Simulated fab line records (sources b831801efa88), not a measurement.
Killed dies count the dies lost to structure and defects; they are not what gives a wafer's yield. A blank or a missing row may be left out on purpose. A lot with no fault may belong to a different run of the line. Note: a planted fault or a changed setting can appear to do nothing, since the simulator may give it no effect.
Chamber matching    flow sky130    SKY_VIA2_CMP_02 on cmp-02 has 4 sister chambers
The step polishes SiO2. 8 wafers are shown with their chamber, then 7 later ones without.

== EACH WAFER AND ITS CHAMBER ==
wafer   chamber  motor current A (A)  slurry filter dp kPa (kPa)
L244.3  2        11.9                 13.71
L245.2  3        10.7                 13.44
L246.2  2        12.9                 13.20
L257.2  1        10.6                 13.38
L257.3  3        10.8                 13.25
L257.5  0        9.7                  13.61
L259.1  0        10.4                 13.72
L259.2  1        11.1                 13.43

== WAFERS MISSING THEIR CHAMBER ==
wafer   motor current A (A)  slurry filter dp kPa (kPa)
L259.3  12.0                 13.72
L260.4  12.4                 13.30
L260.5  10.3                 13.45
L260.6  10.8                 13.44
L261.2  12.4                 13.44
L261.3  11.2                 13.45
L261.6  11.2                 13.49

== THE CHAMBER EACH PASSED THROUGH ==
wafer   from the rows above                in truth
L259.3  can't be placed: 2 or 1 or 3       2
L260.4  2                                  2
L260.5  can't be placed: 3 or 1 or 0       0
L260.6  can't be placed: 1 or 3 or 0       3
L261.2  2                                  2
L261.3  can't be placed: 1 or 3 or 2 or 0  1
L261.6  can't be placed: 1 or 3 or 2 or 0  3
Correctly placed: 2 of 7. Can't be placed from these rows: 5 (the true chamber is among the candidates in 5). 0 placed wrongly.
How it was worked out, from the rows above alone: a wafer's distance from a chamber is the root of the sum, over the readings, of the square of ((its reading less the chamber's mean) divided by the reading's scatter). If the next closest chamber is less than 2 further off than the closest, the wafer can't be placed; otherwise it belongs to the closest. The mean given for a chamber averages the wafers shown for that chamber. The scatter: the root of (the sum of the squares of (reading less its chamber's mean) over the shown wafers, divided by (wafers less chambers)).
